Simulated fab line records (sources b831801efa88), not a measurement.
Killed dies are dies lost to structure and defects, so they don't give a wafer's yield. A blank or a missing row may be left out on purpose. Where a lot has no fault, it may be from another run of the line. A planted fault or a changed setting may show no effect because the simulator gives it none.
Problem report, 8D (eight disciplines) form, completed by code ; flow gf180mcu ; the parts of the form that need people (team, actions taken, sign-off) are left out

1. THE PROBLEM
GF_V4_CMP_26, overpolish run s: mean 0.043 s on 2 wafers (1 lot); fault-free wafers 15.001 s, standard deviation 0.0093. That is -99 or more standard deviations from the usual mean.
The step: polishes, stops on SiO2, t overpolish 15 s, target thk 0 nm.
First seen on wafer L956.2, day 26 16:40, on cmp-02. At this step, 39 wafers from 13 lots have a number in the record. By rule, "out" or "out of limits" means more than 4 standard deviations away from the usual mean. Any other wafer with a number is counted as sound.

2. WHAT IT IS; WHAT IT IS NOT
question;is;is not
which readings at this step;overpolish run s, time to endpoint s;motor current A
which lots;L956;L950, L951, L952, L953, L954, L957, L963, L964, L965, L966, L968, L972
which wafers of those lots;L956.2, L956.6;L956.4
read on which tools;cmp-02;cmp-01
when;from day 26 16:40;"up to then (16 sound wafers); but 21 sound wafers of L957, L963, L964, L965, L966, L968, L972 came after"

3. WHAT RULES OUT EACH SUSPECT
Counting: a tool at a process step up to the reading stays a suspect if it ran every lot that is out. Sound lots after the first of them don't rule it out here, since some wafers of a struck lot are sound.
- pvd sputter-01 at GF_M4_SPUTTER_01 (material TiN, target thk 30 nm, time 25 s): kept. The lot that is out, L956, ran on it at day 24 19:01; the last sound lot it ran before that was L950, at day 22 11:17.
- plasma asher-03 at GF_M4_STRIP_17 (strips in O2/N2): kept. The lot that is out, L956, ran on it at day 25 17:26; the last sound lot it ran before that was L954, at day 24 17:17.
- cmp-02 at GF_V4_CMP_26 (polishes, stops on SiO2, t overpolish 15 s, target thk 0 nm): kept. The lot that is out, L956, ran on it at day 26 16:40; the last sound lot it ran before that was L954, at day 25 17:12. On those wafers its own readings are out: overpolish run s, time to endpoint s.
- Within cmp-02 at GF_V4_CMP_26: the wafers that are out ran in chamber 0; their sound lot-mates ran in chamber 1.
Left after counting: pvd sputter-01 at GF_M4_SPUTTER_01, plasma asher-03 at GF_M4_STRIP_17, cmp-02 at GF_V4_CMP_26.

4. THE CAUSE (what the simulator had put in)
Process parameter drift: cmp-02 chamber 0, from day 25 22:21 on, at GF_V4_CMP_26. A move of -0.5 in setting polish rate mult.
Counting left 3 suspects, and this tool is among them.

5. THE EFFECT CHAIN, in route order
Each row: a reading whose mean over the struck wafers that have a number lies more than 3 standard deviations from the usual. Scope: only readings with a usual standard deviation given in the record; hours: median across lots of the time from each lot's start at the first step in this table that gives one to its start at this step; sigmas: change in usual standard deviations.
hours;step;reading;usual;on struck wafers;change;sigmas
0;GF_V4_CMP_26;overpolish run s;15.001 s;0.043;-14.957;-99 or more
0;GF_V4_CMP_26;time to endpoint s;83.0 s;128.0;+45.0;+17
It contains these process steps:
- GF_V4_CMP_26: polishes, stops on SiO2, t overpolish 15 s, target thk 0 nm.

6. HOW IT WOULD HAVE BEEN CAUGHT EARLIER
First out-of-limits reading in this record: day 26 16:40, which is 18 hours after fault onset at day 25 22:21.
